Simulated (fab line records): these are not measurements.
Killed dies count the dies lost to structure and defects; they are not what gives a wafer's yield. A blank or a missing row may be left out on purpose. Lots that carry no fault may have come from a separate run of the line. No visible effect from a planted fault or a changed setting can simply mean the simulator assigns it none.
Which tool is to blame? | flow sky130 | 33 wafers from 11 lots sampled at 3 of the route's 708 steps

== WHAT THE GAUGES READ, wafer by wafer ==
SKY_VIA2_OVL_MEAS_13.
lot  | measured     | on         | VIA2_OVL (nm)
L667 | day 36 11:16 | overlay-02 | -5 -2 -3
L671 | day 37 05:01 | overlay-01 | 2 -6 5
L672 | day 37 22:58 | overlay-01 | 2 -1 -2
L673 | day 38 07:01 | overlay-02 | 0 3 0
L674 | day 38 09:19 | overlay-02 | 5 5 2
L675 | day 38 14:22 | overlay-02 | -14 -7 -5
L677 | day 39 00:40 | overlay-01 | -8 3 3
L678 | day 39 07:19 | overlay-01 | 3 6 7
L683 | day 40 17:34 | overlay-02 | 11 6 0
L687 | day 42 07:01 | overlay-01 | 5 3 2
L688 | day 42 22:52 | overlay-01 | 6 -3 2

SKY_CAPM_OVL_MEAS_12.
lot  | measured     | on         | CAPM_OVL (nm)
L667 | day 37 14:38 | overlay-01 | 2.2 1.8 2.9
L671 | day 38 07:56 | overlay-02 | 1.3 1.6 1.8
L672 | day 39 00:53 | overlay-02 | 2.2 1.4 2.0
L673 | day 39 08:50 | overlay-01 | -0.1 0.5 0.1
L674 | day 39 11:26 | overlay-02 | 0.6 -0.3 0.6
L675 | day 39 16:20 | overlay-02 | 3.7 2.0 1.9
L677 | day 40 02:38 | overlay-01 | 1.7 1.7 2.3
L678 | day 40 09:32 | overlay-01 | -0.6 0.5 -0.6
L683 | day 41 19:41 | overlay-02 | 0.7 2.3 1.0
L687 | day 43 07:08 | overlay-02 | 3.0 3.1 2.6
L688 | day 43 23:44 | overlay-01 | 3.5 3.9 2.8

== WHAT TOOL EACH LOT RAN ON (gives the tool, then ch and the chambers of the sampled wafers, and finally the start) ==
lot  | SKY_VIA2_CMP_24
L667 | cmp-01 ch 1,2, day 36 12:27
L671 | cmp-02 ch 0,3, day 37 06:07
L672 | cmp-02 ch 0,1,2, day 38 00:04
L673 | cmp-01 ch 2,3, day 38 08:09
L674 | cmp-02 ch 0,1,3, day 38 10:33
L675 | cmp-02 ch 0,3, day 38 15:31
L677 | cmp-01 ch 0,2, day 39 01:49
L678 | cmp-01 ch 0,3, day 39 08:25
L683 | cmp-02 ch 0,1,3, day 40 18:46
L687 | cmp-02 ch 0,3, day 42 08:12
L688 | cmp-01 ch 0,2,3, day 43 00:13
- SKY_VIA2_CMP_24: polishes, stops on SiO2, t overpolish 20 s, target thk 0 nm.

== WHAT THE TOOLS THEMSELVES READ (means of the sampled wafers that have a number; where no wafer has one, the mark that the record gives instead) ==
SKY_VIA2_CMP_24.
lot  | tool   | motorCurrentA (A) | overpolishRunS (s) | slurryFilterDpKPa (kPa) | timeToEndpointS (s)
L667 | cmp-01 | 11.7              | 19.996             | 13.47                   | 100
L671 | cmp-02 | 11.6              | 20.000             | 13.47                   | 102
L672 | cmp-02 | 11.4              | 20.001             | 13.44                   | 99
L673 | cmp-01 | 10.8              | 20.000             | 13.51                   | 95
L674 | cmp-02 | 10.9              | 20.006             | 13.46                   | 101
L675 | cmp-02 | 11.0              | 20.002             | 13.49                   | 103
L677 | cmp-01 | 10.2              | 20.002             | 13.40                   | 100
L678 | cmp-01 | 10.6              | 20.002             | 13.54                   | 98
L683 | cmp-02 | 10.9              | 19.997             | 13.57                   | 103
L687 | cmp-02 | 11.0              | 20.004             | 13.64                   | 106
L688 | cmp-01 | 10.4              | 20.002             | 13.40                   | 97

== THE ANSWER, worked out from the rows above alone ==
Rule: the usual values come from the lots themselves. The widest of any qualifying gaps counts: lots, ordered by their means at a reading, are off when they make up no more than a third of the lots, leave a main group of 4 or more, and stand apart from it by 3 or more times the standard deviation of that group's means. If all means in a main group match to the digits the tables above print for the reading, that group is not used. A lot without any number at a reading at which 4 lots or more have one is off too. The other lots that the step has rows for count as sound. After the gauges, taken in route order, come the tools' own readings; for these a lot's mean is taken, as printed above. The first step at which some lot is off is used, and at that step the reading that is off furthest; a lot without a number counts as furthest.
None of the lots is off at any reading shown; this tells nothing.

== WHAT THE SIMULATOR HAD PUT IN ==
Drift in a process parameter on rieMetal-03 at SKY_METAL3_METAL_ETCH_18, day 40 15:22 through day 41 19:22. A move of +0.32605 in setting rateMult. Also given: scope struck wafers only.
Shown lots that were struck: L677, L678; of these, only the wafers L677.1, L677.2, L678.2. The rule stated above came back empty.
